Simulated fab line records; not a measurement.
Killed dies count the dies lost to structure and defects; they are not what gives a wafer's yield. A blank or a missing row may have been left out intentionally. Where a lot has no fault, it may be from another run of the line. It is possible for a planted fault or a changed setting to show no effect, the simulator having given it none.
Split-lot trial    flow gf180mcu    23 wafers read from 5 lots, route of 602 steps

== ON THE SPLIT ==
At GF_M4_SPUTTER_01 (material TiN, target thk 30 nm, time 25 s), the setting time-s was moved away from the recipe's 25 s on 4 of the 23 wafers read, by -12.9% to -4.7%. For the rest of the wafers, this setting stayed at what the recipe calls for.

Reading taken at the split's own step.

== THE READING ==
TiN_of_M4_SPUTTER_01.thk-nm (the simulator's own value, which no gauge read), in nm, at GF_M4_SPUTTER_01 (material TiN, target thk 30 nm, time 25 s). The file gives no usual value for it. Here, 19 wafers ran the recipe; their average is 30.14 nm with a standard deviation of 0.3 nm.

wafer   tool, chamber at the split  time-s as run, s  against the recipe  TiN_of_M4_SPUTTER_01.thk-nm, nm  against lot-mates on the recipe
L075.1  pvd-sputter-01, -           25                recipe              30.08                            -
L075.2  pvd-sputter-01, -           25                recipe              30.07                            -
L075.3  pvd-sputter-01, -           25                recipe              29.91                            -
L075.4  pvd-sputter-01, -           25                recipe              30.05                            -
L075.5  pvd-sputter-01, -           25                recipe              30.1                             -
L076.2  pvd-sputter-01, -           23.83             -4.7%               28.33                            -1.64
L076.3  pvd-sputter-01, -           25                recipe              29.99                            -
L076.4  pvd-sputter-01, -           25                recipe              30.04                            -
L076.5  pvd-sputter-01, -           23.83             -4.7%               28.42                            -1.55
L076.6  pvd-sputter-01, -           25                recipe              29.87                            -
L082.1  pvd-sputter-01, -           25                recipe              30.6                             -
L082.2  pvd-sputter-01, -           21.78             -12.9%              26.8                             -3.85
L082.4  pvd-sputter-01, -           25                recipe              30.7                             -
L082.5  pvd-sputter-01, -           25                recipe              30.65                            -
L082.6  pvd-sputter-01, -           21.78             -12.9%              26.85                            -3.80
L083.1  pvd-sputter-04, -           25                recipe              29.73                            -
L083.2  pvd-sputter-04, -           25                recipe              29.78                            -
L083.3  pvd-sputter-04, -           25                recipe              30.42                            -
L083.4  pvd-sputter-04, -           25                recipe              29.62                            -
L083.6  pvd-sputter-04, -           25                recipe              30.25                            -
L084.2  pvd-sputter-03, -           25                recipe              30                               -
L084.3  pvd-sputter-03, -           25                recipe              30.36                            -
L084.5  pvd-sputter-03, -           25                recipe              30.37                            -

THE FIT
A straight line over all 23 wafers: TiN_of_M4_SPUTTER_01.thk-nm changes by +0.268 nm for each +1% of time-s; r = +0.95; the points scatter about the line by 0.33 nm.
The same after taking each lot's own level away (the mean of its wafers on the recipe; 23 wafers): +0.301 nm for each +1%; r = +0.99; scatter 0.18 nm.
The reading moves by 3.9 nm for the largest change in time-s, on that fit.
The span of the lots' own levels, 29.960 to 30.650 nm, comes to 2.3 times the standard deviation stated above.
Thus the slope moves with the lot-to-lot level: the two fits are different.
Check: with one of the wafers moved furthest among these (-12.9%) left out of the fit, the line predicts -3.92 nm for it against its lot-mates. It came out at -3.85 nm against them.

== ADDITIONAL SPLITS CARRIED BY THESE WAFERS ==
Note: prior to the reading, these wafers also went through further splits. Each is held against what the fit with the lots' levels taken away leaves over:
other split on the same wafers  wafers away from the commonest value  r with TiN_of_M4_SPUTTER_01.thk-nm (lot level and that fit taken away)
GF_V1_PEB_12 peb-time-s         3                                     +0.06
GF_V1_CVD_23 pressure-torr      15                                    +0.08
GF_M2_EXPOSE_11 dose-mj         11                                    -0.22
GF_V2_COAT_09 resist-thk-nm     7                                     -0.15
GF_V2_DEVELOP_13 dev-temp-c     11                                    -0.39
GF_V2_SPUTTER_22 time-s         9                                     -0.12
GF_M3_SPUTTER_04 time-s         6                                     +0.06
GF_V3_SPUTTER_21 time-s         7                                     +0.33

== THE FILE'S OWN FIT ==
TiN_of_M4_SPUTTER_01.thk-nm changes by +0.302 nm for each +1% of time-s, r = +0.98.
